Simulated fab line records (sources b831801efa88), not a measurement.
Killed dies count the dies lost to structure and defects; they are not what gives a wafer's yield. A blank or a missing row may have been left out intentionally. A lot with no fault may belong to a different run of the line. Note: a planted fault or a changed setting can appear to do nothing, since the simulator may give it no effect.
fab line records | flow gf180mcu
[record] lots = 13 wafers = 39 last-day = 34
route steps=602 shown NWELL@49 SAB@275 M4@460 V5@556
lots with no fault: from the same line, run without faults
start-h: hours from the record's first day to the start of the lot's first wafer shown | wait-h: hours from the lot's prior step to this one | " as in the row above | L1.1+2: a row that stands for several wafers | - value missing, or start not given | * or withheld: withheld | < > ~ a bound
route shown NAME@n: names a module that has steps shown in the file, with the first one's number in the route | usual: the fault-free wafers' mean and standard deviation | same: alike in all rows | chamber/n: place in a boat | sites: per-site readings | _std_site: the standard deviation of these | _edge_site: the outer-site mean with the inner-site mean subtracted | radius-mm: for every site, how far away it sits from the centre of the wafer | mask NAME#n: copy n | behind: the most recent tool/chamber to have shaped the wafer | hold: cause of the lot's hold/its duration in hours/its outcome | device: transistor that didn't switch, given as n, p or np | end of line: tests run on the same wafers once the route is complete | where a step has no rows: the recipe by itself | killed: at the first sort, the dies lost to defects and structure; wafer yield is something else | map: dies across one wafer; x = killed, . = not, _ = none there
set.NAME: setting as actually run; set.NAME@STEP: the setting as run at that earlier step | model.NAME: the simulator's own value behind a step, which no gauge read
one table for each step of the route and one row for each wafer, over a sample of lots
services: the hour from which a tool's chamber was out of use, counted from the record's first day as start-h (under 0 if before that day), plus the number of hours and why
[[steps]]
[step GF_NWELL_OVL_MEAS_07]
[usual] NWELL_OVL = -0.4/1.5
// columns lot.wafer tool chamber start-h wait-h NWELL_OVL[nm]
L880.2 overlay-02 - 55.90 - -2.1
L880.3 " - " " -2.1
L880.5 " - " " -0.4
L882.3 overlay-02 - 70.87 - -1.7
L882.4 " - " " -1.1
L882.5 " - " " -1.0
L883.1 overlay-02 - 77.14 - -4.7
L883.4 " - " " -4.1
L883.5 " - " " -2.9
L885.1 overlay-01 - 81.19 - 1.6
L885.2 " - " " -0.3
L885.5 " - " " 1.3
L887.1 overlay-02 - 98.54 - -2.6
L887.2 " - " " -2.7
L887.4 " - " " -1.3
L888.4 overlay-02 - 98.91 - 2.6
L888.5 " - " " 1.5
L888.6 " - " " 1.5
L890.2 overlay-01 - 114.60 - 1.1
L890.4 " - " " 1.1
L890.6 " - " " 0.3
L893.1 overlay-01 - 127.99 - -1.6
L893.3 " - " " -2.4
L893.5 " - " " -4.5
L895.2 overlay-02 - 138.00 - -0.9
L895.3 " - " " -0.1
L895.4 " - " " 1.3
L896.1 overlay-01 - 141.50 - -0.4
L896.3 " - " " -1.1
L896.6 " - " " 1.2
L900.2 overlay-01 - 165.45 - -1.8
L900.3 " - " " -0.1
L900.6 " - " " 0.8
L902.1 overlay-02 - 177.99 - -0.4
L902.4 " - " " -2.2
L902.5 " - " " -0.5
L903.1 overlay-01 - 181.89 - -0.1
L903.5 " - " " -0.4
L903.6 " - " " -0.7
[step GF_SAB_ETCH_11]
[recipe] chemistry = C4F8/O2/Ar mask-material = NOVOLAK target = SiO2 target-depth-nm = 55 source-w = 1500 bias-w = 1200 pressure-mtorr = 40 c4f8-flow-sccm = withheld O2_flow_sccm = 6 Ar_flow_sccm = 300 time-s = 8.5
[usual] bias-w = 1199.6/3 oes-product-au = 1.003/0.011 rf-fwd-power-W = 1472/8.2
// columns lot.wafer tool chamber start-h wait-h bias-w oes-product-au rf-fwd-power-W rf-hours-counter-h
L880.2 rie-diel-04 3 335.11 0.0 1201.0 1.000 1477 15
L880.3 " 0 " " 1199.2 1.006 1468 20
L880.5 " 3 " " 1203.2 1.000 1475 -
L882.3 rie-diel-01 2 361.74 0.0 1197.3 1.011 1465 10
L882.4 " 3 " " 1201.9 1.000 1470 0
L882.5 " 1 " " 1198.0 0.969 1469 -
L883.1 rie-diel-04 1 370.76 0.0 1202.9 0.994 1473 7
L883.4 " 2 " " 1198.8 0.995 1480 60
L883.5 " 3 " " 1201.2 1.012 1487 -
L885.1 rie-diel-04 2 396.24 0.0 1200.9 1.005 1472 61
L885.2 " 3 " " 1199.5 1.012 1491 16
L885.5 " 3 " " 1198.4 1.001 1480 -
L888.4 rie-diel-04 2 408.42 0.0 1203.7 0.998 1477 61
L888.5 " 0 " " 1198.8 1.002 1467 -
L888.6 " 3 " " 1202.6 1.010 1483 -
L887.1 rie-diel-03 0 408.86 0.0 1198.4 1.023 1480 115
L887.2 " 1 " " 1199.7 1.006 1464 2
L887.4 " 3 " " 1203.7 1.015 1457 2
L890.2 rie-diel-04 2 429.36 0.0 1199.8 0.994 1478 62
L890.4 " 3 " " 1201.6 1.004 1487 17
L890.6 " 3 " " 1198.7 1.009 1488 -
L893.1 rie-diel-01 0 450.19 0.0 1199.7 1.006 1483 36
L893.3 " 3 " " 1192.4 0.999 1465 3
L893.5 " 0 " " 1199.9 1.014 1488 -
L896.1 rie-diel-04 0 470.45 0.0 1203.1 1.013 1470 23
L896.3 " 1 " " 1200.0 0.962 1223 9
L896.6 " 0 " " 1197.3 1.005 1473 -
L895.2 rie-diel-03 2 471.80 0.0 1199.7 0.969 1468 7
L895.3 " 3 " " 1195.5 1.004 1464 4
L895.4 " 0 " " 1198.3 1.010 1467 1
L900.2 rie-diel-01 0 506.70 0.0 1196.5 1.015 1483 37
L900.3 " 1 " " 1199.0 0.995 1460 17
L900.6 " 0 " " 1197.3 1.018 1492 -
L902.1 rie-diel-03 3 526.94 0.0 1203.4 1.008 1476 6
L902.4 " 2 " " 1205.3 0.991 1463 9
L902.5 " 0 " " 1195.2 1.006 1473 -
L903.1 rie-diel-01 3 529.10 0.0 1199.0 0.993 1468 4
L903.5 " 0 " " 1198.9 1.005 1482 -
L903.6 " 1 " " 1195.7 0.995 1470 -
[step GF_M4_SPUTTER_04]
[recipe] material = TiN target-thk-nm = 50 power-w = 6500 time-s = 41.7 chamber-pressure-pa = 0.4
[usual] throttle-valve-pct = 29.8/0.95
// columns lot.wafer tool chamber start-h wait-h throttle-valve-pct
L880.2 pvd-sputter-03 - 508.60 0.0 28.9
L880.3 " - " " 29.3
L880.5 " - " " 30.5
L882.3 pvd-sputter-03 - 538.67 0.0 30.6
L882.4 " - " " 29.5
L882.5 " - " " 30.7
L883.1 pvd-sputter-01 - 548.50 0.0 28.7
L883.4 " - " " 29.0
L883.5 " - " " 28.8
L885.1 pvd-sputter-01 - 573.36 0.0 30.9
L885.2 " - " " 29.2
L885.5 " - " " 30.8
L888.4 pvd-sputter-02 - 581.42 0.0 29.8
L888.5 " - " " 31.5
L888.6 " - " " 29.7
L887.1 pvd-sputter-01 - 582.07 0.0 29.0
L887.2 " - " " 30.8
L887.4 " - " " 28.4
L890.2 pvd-sputter-03 - 603.61 0.0 31.1
L890.4 " - " " 30.6
L890.6 " - " " 29.4
L893.1 pvd-sputter-02 - 620.99 0.0 29.4
L893.3 " - " " 31.5
L893.5 " - " " 31.1
L896.1 pvd-sputter-01 - 636.29 0.0 29.2
L896.3 " - " " 29.0
L896.6 " - " " 28.9
L895.2 pvd-sputter-01 - 639.79 0.0 30.9
L895.3 " - " " 28.9
L895.4 " - " " 28.8
L900.2 pvd-sputter-03 - 667.90 0.0 31.0
L900.3 " - " " 30.6
L900.6 " - " " 30.5
L902.1 pvd-sputter-03 - 685.52 0.0 30.6
L902.4 " - " " 30.9
L902.5 " - " " 29.5
L903.1 pvd-sputter-01 - 687.19 0.0 29.1
L903.5 " - " " 29.2
L903.6 " - " " 29.0
[step GF_V5_ETCH_16]
[recipe] chemistry = N2/H2 target-depth-a = withheld overetch-a = withheld time-s = withheld target = BARC ion-energy-ev = 200 source-w = 500 bias-w = 100 pressure-mtorr = 30 n2-flow-sccm = 100 h2-flow-sccm = 200
[usual] bias-w = 100.0/0.32 drypump-motor-current-A = 5.9/0.47 h2-flow-sccm = 200.0/0.63 oes-product-au = 0.856/0.0046 rf-fwd-power-W = 495.5/1.8 throttle-valve-pct = 13.224/0.0091
// columns lot.wafer tool chamber start-h wait-h bias-w drypump-motor-current-A h2-flow-sccm oes-product-au rf-fwd-power-W throttle-valve-pct
L880.2 rie-diel-04 3 624.09 0.0 99.9 6.7 200.3 0.859 497.0 13.220
L880.3 " 0 " " 99.8 5.3 199.3 0.862 497.0 13.233
L880.5 " 2 " " 100.3 5.6 200.3 0.849 496.0 13.216
L882.3 rie-diel-02 0 649.09 0.0 100.3 6.0 198.8 0.849 495.5 13.226
L882.4 " 1 " " 99.6 6.6 200.3 0.861 495.4 13.223
L882.5 " 0 " " 100.1 6.0 198.4 0.852 494.7 13.213
L883.1 rie-diel-04 1 658.29 0.0 99.5 5.7 200.3 0.852 496.0 13.219
L883.4 " 1 " " 100.0 5.7 199.6 0.853 494.6 13.225
L883.5 " 0 " " 99.7 5.3 200.4 0.857 494.9 13.222
L885.1 rie-diel-02 1 677.60 0.0 99.8 6.6 200.8 0.850 497.7 13.231
L885.2 " 3 " " 99.5 5.4 200.8 0.854 496.2 13.232
L885.5 " 2 " " 100.0 6.1 200.6 0.855 495.9 13.223
L888.4 rie-diel-02 2 686.04 0.0 100.6 6.1 199.8 0.853 496.1 13.232
L888.5 " 2 " " 100.6 6.1 200.1 0.846 496.1 13.226
L888.6 " 3 " " 100.1 5.4 199.7 0.851 493.3 13.220
L887.1 rie-diel-02 2 686.90 0.0 100.3 6.1 200.4 0.847 498.3 13.219
L887.2 " 0 " " 99.7 6.0 199.4 0.856 497.2 13.230
L887.4 " 3 " " 100.2 5.4 200.1 0.863 495.5 13.209
L890.2 rie-diel-04 1 706.25 0.0 100.7 5.7 199.6 0.859 495.6 13.222
L890.4 " 3 " " 100.3 6.8 199.6 0.852 498.0 13.228
L890.6 " 0 " " 100.1 5.3 200.2 0.856 492.2 13.215
L893.1 rie-diel-04 0 721.09 0.0 100.1 5.3 200.6 0.860 496.8 13.219
L893.3 " 2 " " 99.9 5.6 199.9 0.853 497.0 13.223
L893.5 " 2 " " 100.2 5.6 200.3 0.852 495.5 13.232
L896.1 rie-diel-02 3 734.25 0.0 99.7 5.4 200.6 0.857 494.1 13.220
L896.3 " 2 " " 99.8 6.1 199.4 0.855 495.1 13.245
L896.6 " 2 " " 99.9 6.2 199.7 0.858 496.0 13.224
L895.2 rie-diel-03 1 738.40 0.0 99.7 6.0 200.9 0.849 493.4 13.249
L895.3 " 2 " " 100.5 5.9 200.3 0.852 495.0 13.210
L895.4 " 0 " " 100.3 5.7 200.6 0.857 494.7 13.224
L900.2 rie-diel-04 1 762.00 0.0 100.4 5.7 199.8 0.857 494.4 13.210
L900.3 " 3 " " 99.8 6.8 199.4 0.846 497.5 13.229
L900.6 " 2 " " 100.2 5.6 200.3 0.851 497.0 13.207
L902.1 rie-diel-02 1 776.99 0.0 99.9 6.6 200.6 0.856 492.6 13.214
L902.4 " 1 " " 99.6 6.6 200.1 0.855 493.0 13.218
L902.5 " 3 " " 100.3 5.4 199.7 0.857 494.0 13.223
L903.1 rie-diel-04 0 778.84 0.0 100.6 5.3 201.3 0.856 494.6 13.233
L903.5 " 0 " " 100.1 5.3 200.4 0.855 493.9 13.231
L903.6 " 3 " " 100.0 6.8 200.7 0.853 498.7 13.241
[[services]]
// columns tool chamber start-h hours kind
pvd-sputter-03 - 327.14 2.3 repair
rie-diel-02 0 337.98 1.8 repair
pvd-sputter-03 - 353.72 4.5 repair
pvd-sputter-03 - 377.26 0.9 repair
rie-diel-02 - 393.31 2.8 pm
rie-diel-02 3 407.37 4.5 repair
pvd-sputter-03 - 421.23 1.8 repair
rie-diel-04 - 439.51 1.0 repair
rie-diel-03 0 456.12 9.7 repair
pvd-sputter-01 - 471.88 3.3 repair
rie-diel-04 3 491.70 9.1 repair
rie-diel-02 - 508.56 0.4 repair
pvd-sputter-01 - 509.47 1.0 repair
rie-diel-04 - 527.56 0.1 repair
rie-diel-04 1 561.58 3.4 repair
rie-diel-04 2 568.87 3.8 repair
rie-diel-02 2 628.84 4.5 repair
pvd-sputter-03 - 645.80 3.4 repair
rie-diel-02 3 652.31 4.8 repair
pvd-sputter-03 - 725.66 1.5 repair
rie-diel-02 - 733.53 0.4 repair
pvd-sputter-03 - 771.96 5.6 repair
rie-diel-04 1 775.87 1.5 repair
rie-diel-02 - 778.76 0.5 repair
[[key]]
[first-sign] step = GF_SAB_ETCH_11 reading = rf-fwd-power-W direction = down sigmas = 30 usual = 1472 struck = 1223
[effect] step = GF_SAB_ETCH_11 reading = oes-product-au direction = down sigmas = 3.6 usual = 1.003 struck = 0.962
met-at GF_SAB_ETCH_11
struck-lots L896
struck-wafers L896.3
tester-left-out L896
not-acting-at GF_NWELL_OVL_MEAS_07,GF_M4_SPUTTER_04,GF_V5_ETCH_16
onset-between 370.76 470.45
[fault] kind = process-parameter-drift tool = rie-diel-04 chamber = 1 onset-h = 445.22 steps = GF_SAB_ETCH_11 channel = source-w offset = -240 shape = step end-h = 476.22 acts-in = these-recipes-only stated = 1500
// tester-left-out: of these lots the tester's yield and bins aren't shown, on N5 and GAA mostly nor the transistor test; their killed dies are dies lost to structure and defects alone, not to doping, threshold or leakage, so they don't give the yield
